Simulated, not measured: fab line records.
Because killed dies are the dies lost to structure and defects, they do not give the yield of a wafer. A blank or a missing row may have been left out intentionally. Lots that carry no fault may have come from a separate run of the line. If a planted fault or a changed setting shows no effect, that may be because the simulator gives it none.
What tool caused it? + flow sky130 + Sampling: 7 lots, 21 wafers, 3 of 708 route steps

== WHAT THE GAUGES SHOWED, per wafer ==
SKY_LDD_N_TW_MEAS_17.
| lot  | measured     | on           | LDD_N_TW       |
|------|--------------|--------------|----------------|
| L787 | day 18 11:28 | filmMetro-01 | 2585 2581 2577 |
| L790 | day 19 07:55 | filmMetro-02 | 2594 2584 2585 |
| L792 | day 20 02:20 | filmMetro-02 | 2592 2608 2601 |
| L794 | day 21 01:07 | filmMetro-04 | 2577 2573 2580 |
| L797 | day 21 19:46 | filmMetro-01 | 2561 2556 2569 |
| L802 | day 23 19:41 | filmMetro-02 | 2432 2434 2433 |
| L809 | day 26 02:28 | filmMetro-04 | 2571 2574 2578 |

== EACH LOT AND THE TOOL THAT RAN IT (in order: tool; ch and the chambers of the sampled wafers; start) ==
| lot  | SKY_LDD_N_IMPLANT_08            | SKY_LDD_N_STRIP_16                  |
|------|---------------------------------|-------------------------------------|
| L787 | implanter-03 ch 0, day 18 10:10 | plasmaAsher-02 ch 0,1, day 18 11:22 |
| L790 | implanter-03 ch 0, day 19 06:38 | plasmaAsher-04 ch 1, day 19 07:49   |
| L792 | implanter-04 ch 0, day 20 01:04 | plasmaAsher-02 ch 0,1, day 20 02:16 |
| L794 | implanter-04 ch 0, day 20 23:50 | plasmaAsher-02 ch 0, day 21 01:01   |
| L797 | implanter-03 ch 0, day 21 18:28 | plasmaAsher-03 ch 0,1, day 21 19:40 |
| L802 | implanter-03, day 23 18:25      | plasmaAsher-04 ch 0,1, day 23 19:35 |
| L809 | implanter-04 ch 0, day 26 01:10 | plasmaAsher-04 ch 0,1, day 26 02:22 |
- SKY_LDD_N_IMPLANT_08
- SKY_LDD_N_STRIP_16: strips in O2/N2.

== THE ANSWER, worked out from the rows above alone ==
Rule: the lots themselves supply what counts as usual. The widest of any qualifying gaps counts: lots, ordered by their means at a reading, are off when they make up no more than a third of the lots, leave a main group of 4 or more, and stand apart from it by 3 or more times the standard deviation of that group's means. A main group is skipped when, at the precision printed for the reading in the tables above, its means are all equal. Also off: a lot with no number at a reading for which 4 or more lots have one. Any other lot the step has rows for is counted as sound.
Off: L802, seen at SKY_LDD_N_TW_MEAS_17 (LDD_N_TW). Main group: mean 2580, sd 12.
A tool fits if, at a process step before that reading, it ran every lot that is off, and no sound lot after the first of them. The gauges at SKY_LDD_N_TW_MEAS_17 are tried like those tools. Undecided on this evidence; 2 tools fit (implanter-03 at SKY_LDD_N_IMPLANT_08, filmMetro-02 at SKY_LDD_N_TW_MEAS_17).

== WHAT HAD BEEN PUT IN BY THE SIMULATOR ==
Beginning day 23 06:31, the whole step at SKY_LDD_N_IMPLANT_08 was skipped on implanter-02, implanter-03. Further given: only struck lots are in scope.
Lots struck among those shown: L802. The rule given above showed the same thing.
